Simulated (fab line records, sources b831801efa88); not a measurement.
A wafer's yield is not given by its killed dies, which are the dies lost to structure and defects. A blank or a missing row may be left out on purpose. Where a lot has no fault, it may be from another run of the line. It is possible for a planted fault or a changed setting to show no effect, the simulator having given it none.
Which tool did it?	flow sky130	Sampling: 12 lots, 33 wafers, 3 of 708 route steps

WHAT THE GAUGES SHOWED, per wafer
SKY_METAL1_OVL_MEAS_16.
lot	measured	on	METAL1_OVL (nm)
L792	day 33 22:16	overlay-02	10 12 8
L793	day 34 02:54	overlay-01	4 1 4
L794	day 34 05:33	overlay-02	18 8 9
L795	day 34 16:22	overlay-02	6 8 4
L799	day 35 14:09	overlay-02	6 4 2
L800	day 35 18:48	overlay-02	11 2 11
L806	day 37 18:15	overlay-02	5 2
L808	day 38 06:53	overlay-02	5 -2
L809	day 38 10:31	overlay-01	2 2
L810	day 38 23:40	overlay-01	4 7 5
L812	day 39 07:26	overlay-02	-2 7 -1
L813	day 39 11:05	overlay-02	3 7 -1

SKY_METAL2_CD_MEAS_15: target cd 140 nm.
lot	measured	on	cd-nm (nm)
L792	day 36 06:12	cd-sem-01	140.0 140.5 139.3
L793	day 36 10:54	cd-sem-02	140.3 140.8 141.6
L794	day 36 13:37	cd-sem-02	140.5 141.9 140.8
L795	day 36 23:22	cd-sem-02	138.7 139.5 140.3
L799	day 37 22:15	cd-sem-01	138.3 137.6 137.8
L800	day 38 01:14	cd-sem-01	142.1 142.7 140.9
L806	day 39 22:53	cd-sem-02	140.8 141.5
L808	day 40 12:41	cd-sem-01	140.1 140.5
L809	day 40 14:40	cd-sem-02	138.9 139.5
L810	day 41 04:07	cd-sem-01	140.1 137.8 138.1
L812	day 41 10:34	cd-sem-01	142.4 142.2 142.7
L813	day 41 14:33	cd-sem-02	138.7 139.7 138.6

WHAT TOOL EACH LOT RAN ON (gives the tool, then ch and the chambers of the sampled wafers, and finally the start)
lot	SKY_CONTACT_SPUTTER_23
L792	pvd-sputter-01, day 32 18:23
L793	pvd-sputter-02, day 32 22:51
L794	pvd-sputter-02, day 33 02:01
L795	pvd-sputter-03, day 33 12:38
L799	pvd-sputter-03, day 34 10:25
L800	pvd-sputter-01, day 34 15:41
L806	pvd-sputter-03, day 36 16:02
L808	pvd-sputter-01, day 37 05:59
L809	pvd-sputter-03, day 37 08:27
L810	pvd-sputter-03, day 37 21:18
L812	pvd-sputter-03, day 38 05:48
L813	pvd-sputter-03, day 38 08:16
- SKY_CONTACT_SPUTTER_23: material TiN, target thk 20 nm, time 80 s.

AS READ BY THE TOOLS THEMSELVES (means over the sampled wafers that have a number; for cases with no such wafer, the mark the record gives instead)
SKY_CONTACT_SPUTTER_23.
lot	tool	cathode-dc-power-W (W)	throttle-valve-pct (%)
L792	pvd-sputter-01	4000.4	29.7
L793	pvd-sputter-02	4000.8	29.9
L794	pvd-sputter-02	3999.6	29.7
L795	pvd-sputter-03	4000.4	29.3
L799	pvd-sputter-03	3999.4	29.2
L800	pvd-sputter-01	4000.2	30.4
L806	pvd-sputter-03	4000.0	29.4
L808	pvd-sputter-01	3999.1	29.3
L809	pvd-sputter-03	4000.1	29.3
L810	pvd-sputter-03	3999.9	28.7
L812	pvd-sputter-03	4000.2	29.4
L813	pvd-sputter-03	4000.7	29.4

THE ANSWER, worked out from the rows above alone
Rule: the lots themselves supply what counts as usual. The widest of any qualifying gaps counts: lots, ordered by their means at a reading, are off when they make up no more than a third of the lots, leave a main group of 4 or more, and stand apart from it by 3 or more times the standard deviation of that group's means. The tables above print the reading to a certain number of digits; a main group whose means all agree to those digits is not used. Also off: a lot with no number at a reading for which 4 or more lots have one. Any other lot the step has rows for is counted as sound. The gauges are gone through in route order, then the tools' own readings, and for those a lot's mean is taken as printed above. At the first step where some lot is off, the reading lying furthest off is the one used; lots without a number count as furthest.
No lot is off on any of the readings shown, so nothing can be concluded from this.

WHAT THE SIMULATOR HAD PUT IN
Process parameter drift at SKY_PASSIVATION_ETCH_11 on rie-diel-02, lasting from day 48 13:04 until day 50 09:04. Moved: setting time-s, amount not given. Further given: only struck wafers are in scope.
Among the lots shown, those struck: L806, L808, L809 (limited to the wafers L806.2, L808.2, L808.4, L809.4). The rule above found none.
